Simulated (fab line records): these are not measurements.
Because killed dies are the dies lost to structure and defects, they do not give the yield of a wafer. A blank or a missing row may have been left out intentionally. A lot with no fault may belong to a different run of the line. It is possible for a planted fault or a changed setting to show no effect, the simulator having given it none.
fab line records -- flow sky130
[record] lots = 4, wafers = 12, last_day = 47
route steps=708 shown CAP2M@605 METAL4@621 VIA4@639 PAD_OPEN@708
lots with no fault: from the same line, run without faults
start_h: hours from the record's opening day to when the first of the lot's shown wafers began -- wait_h: hours elapsed since this lot's preceding step -- " identical to the entry in the row above -- L1.1+2: one row covering several wafers at once -- - no value, or no start was given -- * or withheld: withheld -- < > ~ a bound
route shown NAME@n: NAME is a module with steps in the file, n the number in the route of the first one -- usual: average and standard deviation across the fault-free wafers -- same: alike in all rows -- chamber/n: place in a boat -- sites: each site's reading -- _std_site: standard deviation across them -- _edge_site: mean of outer sites minus mean of inner sites -- radius_mm: for every site, how far away it sits from the centre of the wafer -- mask NAME#n: copy n -- behind: the tool/chamber that last shaped the wafer -- hold: reason for holding the lot/hours on hold/outcome of the hold -- device: the n, p or np transistor that did not switch -- end of line: the tests these same wafers got at the end of their route -- a step with no rows: only its recipe -- killed: the dies lost at the first sort to structure and to defects; this is not the yield of the wafer -- map: per-die view of a wafer (x killed, . not killed, _ where there is no die)
set.NAME: the setting as run; set.NAME@STEP: as run at that earlier step -- model.NAME: the simulator's own value behind a step, which no gauge read
a table for each step, a row for each wafer; lots at some steps of the route
services: the hour from which a tool's chamber was out of use, counted from the record's first day as start_h (under 0 if before that day), plus the number of hours and why
[[steps]]
[step SKY_CAP2M_SPUTTER_02]
[recipe] material = TiN, target_thk_nm = 200, temp_c = 300, power_w = 6500, time_s = 166.7, chamber_pressure_pa = 0.4
[step SKY_CAP2M_DEHYDRATE_05]
[recipe] temp_c = 200, time_s = 60
[step SKY_CAP2M_HMDS_06]
[recipe] prime_time_s = 60, prime_temp_c = 120
[step SKY_CAP2M_COAT_07]
[recipe] resist = NOVOLAK, spin_rpm = 3000, resist_thk_nm = 1140
[step SKY_CAP2M_SOFTBAKE_08]
[recipe] temp_c = 90, time_s = 60, resist = NOVOLAK
[step SKY_CAP2M_EXPOSE_09]
[recipe] mask_id = CAP2M, na = 0.6, source_shape = conventional, sigma_outer = 0.6, polarization = unpolarized, target_cd_nm = 1000, dose_mj = 159
[step SKY_CAP2M_PEB_10]
[recipe] temp_c = withheld, time_s = *, resist = NOVOLAK
[step SKY_CAP2M_DEVELOP_11]
[recipe] resist = NOVOLAK, developer = TMAH, develop_time_s = 60, dev_temp_c = 23
[step SKY_CAP2M_METAL_ETCH_13]
[recipe] target_depth_nm = 220, stop_on = SiO2, chemistry = Cl2/BCl3, target = TiN, pressure_mtorr = 10, icp_w = 900, bias_w = 48.5, Cl2_flow_sccm = 60, bcl3_flow_sccm = 30, time_s = 62.9
[usual] drypump_motor_current_A = 5.78/0.25, oes_product_au = 0.940/0.0067, rf_fwd_power_W = 893/3.7, throttle_valve_pct = 21.903/0.0097
lot.wafer,tool,chamber,start_h,wait_h,drypump_motor_current_A,oes_product_au,rf_fwd_power_W,rf_hours_counter_h,throttle_valve_pct
L237.4,rie_metal-03,0,966.03,0.0,5.76,0.943,891,-,21.912
L237.5,rie_metal-03,0,966.03,0.0,5.78,0.938,894,-,21.917
L237.6,rie_metal-03,1,966.03,0.0,5.70,0.930,893,-,21.906
L238.2,rie_metal-01,0,969.90,0.0,6.02,0.946,891,15,21.900
L238.4,rie_metal-01,1,969.90,0.0,5.73,0.942,889,-,21.893
L238.5,rie_metal-01,1,969.90,0.0,5.74,0.946,892,-,21.899
L243.2,rie_metal-01,1,1028.65,0.0,5.71,0.932,890,5,21.901
L243.3,rie_metal-01,1,1028.65,0.0,5.73,0.939,885,-,21.910
L243.6,rie_metal-01,0,1028.65,0.0,6.01,0.930,896,-,21.905
L246.1,rie_metal-01,1,1036.90,0.0,5.72,0.933,892,5,21.887
L246.3,rie_metal-01,0,1036.90,0.0,6.02,0.936,896,-,21.910
L246.5,rie_metal-01,1,1036.90,0.0,5.74,0.934,893,-,21.916
[step SKY_CAP2M_STRIP_14]
[recipe] chemistry = O2/N2, power_w = 1400, pressure_mtorr = 1500, platen_temp_c = withheld, o2_flow_sccm = 3000, n2_flow_sccm = 300, overash_fraction = 0.5
[step SKY_CAP2M_STRIP_15]
[recipe] chemistry = post_etch_residue_remover, time_s = 1200, temp_c = 72.5
[step SKY_CAP2M_CLEAN_16]
[recipe] chemistry = IPA, time_s = 180, temp_c = 25
[step SKY_CAP2M_CLEAN_17]
[recipe] chemistry = O3/DIW, dry = n2_spin
[step SKY_METAL4_DEHYDRATE_05]
[recipe] temp_c = 200, time_s = 60
[step SKY_METAL4_HMDS_06]
[recipe] prime_time_s = 60, prime_temp_c = 120
[step SKY_METAL4_COAT_07]
[recipe] resist = BARC, temp_c = withheld, time_s = withheld, spin_rpm = 3000, resist_thk_nm = 60
[step SKY_METAL4_COAT_08]
[recipe] resist = KrF-thick, spin_rpm = 3000, resist_thk_nm = 1140
[step SKY_METAL4_SOFTBAKE_09]
[recipe] temp_c = 100, time_s = 90, resist = KrF-thick
[step SKY_METAL4_EXPOSE_10]
[recipe] mask_id = MM4, na = 0.68, source_shape = annular, sigma_inner = 0.4, sigma_outer = 0.8, target_cd_nm = 300, dose_mj = 28
[step SKY_METAL4_PEB_11]
[recipe] peb_temp_c = withheld, peb_time_s = withheld, resist = KrF-thick
[step SKY_METAL4_DEVELOP_12]
[recipe] develop_time_s = 60, resist = KrF-thick, dev_temp_c = 21
[step SKY_METAL4_DESCUM_15]
[recipe] chemistry = O2, source_power_w = 150, bias_power_w = 0, pressure_mtorr = 10, temp_c = 40, time_s = 8
[step SKY_METAL4_ETCH_16]
[recipe] chemistry = N2/H2, target = BARC, ion_energy_ev = 200, bias_w = 100, pressure_mtorr = 30, n2_flow_sccm = 100, h2_flow_sccm = 200, icp_w = 500, stop_on = SiO2, time_s = 88.2, target_depth_a = 600
[step SKY_METAL4_ETCH_17]
[recipe] target = SiO2, stop_on = TiN, chemistry = C4F8/O2/Ar, source_w = 1500, bias_w = 1200, pressure_mtorr = 40, c4f8_flow_sccm = withheld, O2_flow_sccm = 6, Ar_flow_sccm = 300, time_s = 3.9, target_depth_a = 150
[step SKY_METAL4_METAL_ETCH_18]
[recipe] target_depth_a = 8450, stop_on = SiO2, over_etch_frac = 0.3, time_s = 183.1, chemistry = Cl2/BCl3, resist_sidewall_deg = 88, pressure_mtorr = 10, icp_w = 900, bias_w = 48.5, Cl2_flow_sccm = 60, bcl3_flow_sccm = 30
[step SKY_METAL4_STRIP_19]
[recipe] chemistry = O2/N2, power_w = 1400, pressure_mtorr = 1500, platen_temp_c = withheld, o2_flow_sccm = 3000, n2_flow_sccm = 300, overash_fraction = 0.5
[step SKY_METAL4_STRIP_20]
[recipe] chemistry = post_etch_residue_remover, time_s = 1200, temp_c = 72.5
[step SKY_METAL4_CLEAN_21]
[recipe] chemistry = IPA, time_s = 180, temp_c = 25
[step SKY_METAL4_CLEAN_22]
[recipe] chemistry = O3/DIW, dry = n2_spin
[step SKY_VIA4_HDPCVD_00]
[recipe] material = SiO2, target_thk_nm = 1750, sigma_open_frac = 0.3, time_s = 291.7, temp_c = 400, sih4_flow_sccm = 60, pressure_mtorr = 6
[step SKY_VIA4_CMP_02]
[recipe] material = SiO2, down_force_psi = 4, platen_rpm = 60, pad_velocity_m_s = 0.94248
[step SKY_VIA4_DEHYDRATE_04]
[recipe] temp_c = 200, time_s = 60
[step SKY_VIA4_HMDS_05]
[recipe] prime_time_s = 60, prime_temp_c = 120
[step SKY_VIA4_COAT_06]
[recipe] resist = NOVOLAK, spin_rpm = 3000, resist_thk_nm = 1140
[step SKY_PAD_OPEN_PROBE_99]
[usual] defect_limited_yield = 82.4/1.8, killed_at_M0_to_M3 = 44/6.4, killed_at_M4_up = 3.6/2.1, killed_at_contacts = 23/5.1, killed_at_front_end = 15/4.3, killed_at_other = 0.3/0.56, killed_dies = 86/9, killed_on_rim = 17/3.3, killed_open = 47/6.4, killed_short = 39/5.8, sort_bin_3_pad_short = 0.8/0.46, sort_bin_5_function = 10.4/1.4, sort_bin_6_memory = 6.4/1.1, sort_n_pass = 406/9, sort_yield_pct = 82.4/1.8
[same] gross_dies = 492, killed_at_back_side = 0, sort_bin_4_leakage[%] = 0, sort_bin_8_speed[%] = 0
lot.wafer,tool,chamber,start_h,wait_h,defect_limited_yield[%],killed_at_M0_to_M3,killed_at_M4_up,killed_at_contacts,killed_at_front_end,killed_at_other,killed_dies,killed_on_rim,killed_open,killed_short,sort_bin_3_pad_short[%],sort_bin_5_function[%],sort_bin_6_memory[%],sort_n_pass,sort_yield_pct[%],model.etest.tester.sort_n_pass,model.etest.tester.sort_yield_pct,model.etest.tester.sort_bin_5_pct,model.etest.tester.sort_bin_3_pct
L237.4,prober-01,-,1084.80,0.2,84.1,43,2,18,15,0,78,15,44,34,0.4,8.1,7.3,414,84.1,414,84.15,8.13,0.4065
L237.5,prober-01,-,1084.85,0.2,85.4,38,5,17,11,1,72,15,38,34,0.6,8.9,5.1,420,85.4,420,85.37,8.943,0.6098
L237.6,prober-01,-,1084.90,0.2,82.7,49,5,26,5,0,85,16,47,38,0.4,11.4,5.5,407,82.7,407,82.72,11.38,0.4065
L238.2,prober-02,-,1086.80,0.1,83.7,46,1,17,15,1,80,17,39,41,0.6,9.1,6.5,412,83.7,412,83.74,9.146,0.6098
L238.4,prober-02,-,1086.90,0.2,83.9,46,2,19,12,0,79,14,41,38,1.0,7.7,7.3,413,83.9,413,83.94,7.724,1.016
L238.5,prober-02,-,1086.95,0.2,82.9,48,2,20,14,0,84,11,39,45,1.2,9.3,6.5,408,82.9,408,82.93,9.35,1.22
L243.2,prober-02,-,1129.92,0.1,76.6,32,2,21,19,41,115,23,40,34,2.4,15.4,5.5,377,76.6,377,76.63,15.45,2.439
L243.3,prober-02,-,1129.97,0.2,78.0,32,0,20,13,43,108,33,38,28,2.8,13.2,5.9,384,78.0,384,78.05,13.21,2.846
L243.6,prober-02,-,1130.12,0.2,70.9,39,2,21,24,57,143,23,47,39,2.2,18.5,8.3,349,70.9,349,70.94,18.5,2.236
L246.1,prober-01,-,1138.57,0.1,74.6,48,3,18,19,37,125,32,49,39,2.0,17.3,6.1,367,74.6,367,74.59,17.28,2.033
L246.3,prober-01,-,1138.67,0.2,71.7,44,6,19,17,53,139,22,46,40,2.2,15.9,10.2,353,71.7,353,71.75,15.85,2.236
L246.5,prober-01,-,1138.77,0.2,76.4,47,4,20,9,36,116,29,47,33,3.0,14.2,6.3,376,76.4,376,76.42,14.23,3.049
// killed by level:class
L237.4 CONTACT:geometric_particle:open=10 VIA1:geometric_particle:open=9 METAL1:geometric_particle:short=7 VIA3:geometric_particle:open=7 FIELD_ISO:geometric_particle:short=5 LI_CONTACT:geometric_particle:open=4 METAL1:geometric_particle:open=4 VIA2:geometric_particle:open=4
L237.5 VIA3:geometric_particle:open=8 VIA1:geometric_particle:open=7 LOCAL_INTERCONNECT:geometric_particle:short=6 VIA2:geometric_particle:open=6 LI_CONTACT:geometric_particle:open=5 FIELD_ISO:geometric_particle:short=4 VIA2:geometric_particle:short=4 CONTACT:geometric_particle:open=3
L237.6 LI_CONTACT:geometric_particle:open=10 VIA1:geometric_particle:open=9 METAL1:geometric_particle:short=8 CONTACT:geometric_particle:open=7 VIA2:geometric_particle:open=6 VIA3:geometric_particle:open=6 CONTACT:geometric_particle:short=5 VIA3:geometric_particle:short=4
L238.2 VIA1:geometric_particle:open=9 METAL2:geometric_particle:short=9 METAL1:geometric_particle:short=8 LI_CONTACT:geometric_particle:open=6 FIELD_ISO:geometric_particle:open=5 VIA2:geometric_particle:open=5 LOCAL_INTERCONNECT:geometric_particle:short=4 METAL2:geometric_particle:open=4
L238.4 VIA3:geometric_particle:open=9 VIA3:geometric_particle:short=7 LI_CONTACT:geometric_particle:open=6 CONTACT:geometric_particle:open=6 METAL2:geometric_particle:short=6 VIA2:geometric_particle:open=6 VIA1:geometric_particle:short=5 VIA1:geometric_particle:open=5
L238.5 VIA1:geometric_particle:open=9 VIA3:geometric_particle:open=7 LI_CONTACT:geometric_particle:open=6 LOCAL_INTERCONNECT:geometric_particle:short=6 METAL2:geometric_particle:short=6 CONTACT:geometric_particle:open=5 METAL1:geometric_particle:short=5 VIA2:geometric_particle:open=5
L243.2 CAP2M:unspecified=41 VIA1:geometric_particle:open=11 CONTACT:geometric_particle:open=8 POLY_GATE:geometric_particle:short=7 POLY_GATE:geometric_particle:open=6 VIA3:geometric_particle:open=5 METAL1:geometric_particle:short=5 LI_CONTACT:geometric_particle:open=5
L243.3 CAP2M:unspecified=42 CONTACT:geometric_particle:open=7 VIA1:geometric_particle:open=7 LI_CONTACT:geometric_particle:open=6 VIA3:geometric_particle:open=5 METAL1:geometric_particle:short=4 METAL2:geometric_particle:short=4 FIELD_ISO:geometric_particle:short=3
L243.6 CAP2M:unspecified=57 VIA1:geometric_particle:open=12 POLY_GATE:geometric_particle:short=7 CONTACT:geometric_particle:open=7 FIELD_ISO:geometric_particle:short=6 LI_CONTACT:geometric_particle:open=6 FIELD_ISO:geometric_particle:open=5 CONTACT:geometric_particle:short=5
L246.1 CAP2M:unspecified=37 VIA1:geometric_particle:open=14 METAL1:geometric_particle:short=8 POLY_GATE:geometric_particle:open=6 CONTACT:geometric_particle:open=6 VIA2:geometric_particle:open=5 VIA3:geometric_particle:open=5 POLY_GATE:geometric_particle:short=4
L246.3 CAP2M:unspecified=53 CONTACT:geometric_particle:open=11 METAL1:geometric_particle:short=8 VIA3:geometric_particle:open=8 VIA1:geometric_particle:open=6 VIA2:geometric_particle:open=5 METAL2:geometric_particle:short=5 FIELD_ISO:geometric_particle:open=4
L246.5 CAP2M:unspecified=36 VIA1:geometric_particle:open=12 CONTACT:geometric_particle:open=11 VIA3:geometric_particle:open=6 POLY_GATE:geometric_particle:short=5 METAL1:geometric_particle:short=5 VIA1:geometric_particle:short=5 METAL2:geometric_particle:short=5
// map L243.6 (x killed, . not)
__________x........._________
________.....x.....x.x_______
______..x.x...........x._____
_____.x..x.....x...xx..x.____
____x......x...x.x..x..x..___
___......x.x........x......__
__.xxx.......x.x.x...x.x.xx._
_x....xx....x............x...
_...x....x.x...x.......x.....
_..........x...x..x..........
_x.....xx..x....x.x.......x..
_..xx.....................x..
_xx.......xx.............xx..
_..........x.xxx..x....xxxxx.
_.x.x.......x.xxxx...........
__....x...xxxxxxxx.......x.._
___...x..xxxxxxxxxx.x...x..__
____x....xxxxxxxxx.xx.x...___
_____.....xxxxxx.xx......____
______.x.xxxxxxxx....xx._____
________..x.xxx.xx..x._______
__________..x.xx...._________
// map L246.3 (x killed, . not)
__________.........._________
________......x......._______
______.xx...xx.xx...x.x._____
_____.x.....x..xx.......x____
____....x...........x...x.___
___.x...x.........x...x....__
__.......xx..x....x...x.x.x._
_.x....xxx..xx.x.............
_..x.....x..............x..x.
_...x.......x....xx..........
_...x..x......x..........x.x.
_x....x...x...............x..
_x..........x....x..x..x.x...
_...x....x.....xx......xx....
_........x.xxxxx.x...x..x....
__.x..x.x.xxxxxxx.....x....._
___...x...xxxxxxxx.x.......__
____x...x.xxxxxxx..xxx...x___
_____...xxxxxxxxxx.x.x...____
______.x.xxxxxxx.....x.._____
________.xxxxxx.x....._______
__________x..x.x...x_________
[[services]]
tool,chamber,start_h,hours,kind
rie_metal-03,-,963.67,1.1,repair
rie_metal-01,1,976.91,5.8,repair
rie_metal-03,-,993.61,2.8,pm
rie_metal-01,1,1002.51,6.5,repair
rie_metal-01,-,1011.18,1.9,repair
[[key]]
[first_sign] step = SKY_PAD_OPEN_PROBE_99, reading = killed_at_other, direction = up, sigmas = 44, usual = 0.3, struck = 44.5
[effect] step = SKY_PAD_OPEN_PROBE_99, reading = defect_limited_yield, direction = down, sigmas = 4.2, usual = 82.4, struck = 74.7
[model_effect] step = SKY_PAD_OPEN_PROBE_99, value = etest.tester.sort_n_pass, without = 405.3, struck = 367.7
met_at SKY_CAP2M_METAL_ETCH_13
struck_wafers L243.2,L243.3,L243.6,L246.1,L246.3,L246.5
onset_between 969.90 1028.65
also_fits time
[fault] kind = chamber_particle_source, tool = rie_metal-01, chamber = -, onset_h = 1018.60, steps = SKY_CAP2M_METAL_ETCH_13, rate_per_visit_cm2 = 0.60573, end_h = 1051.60
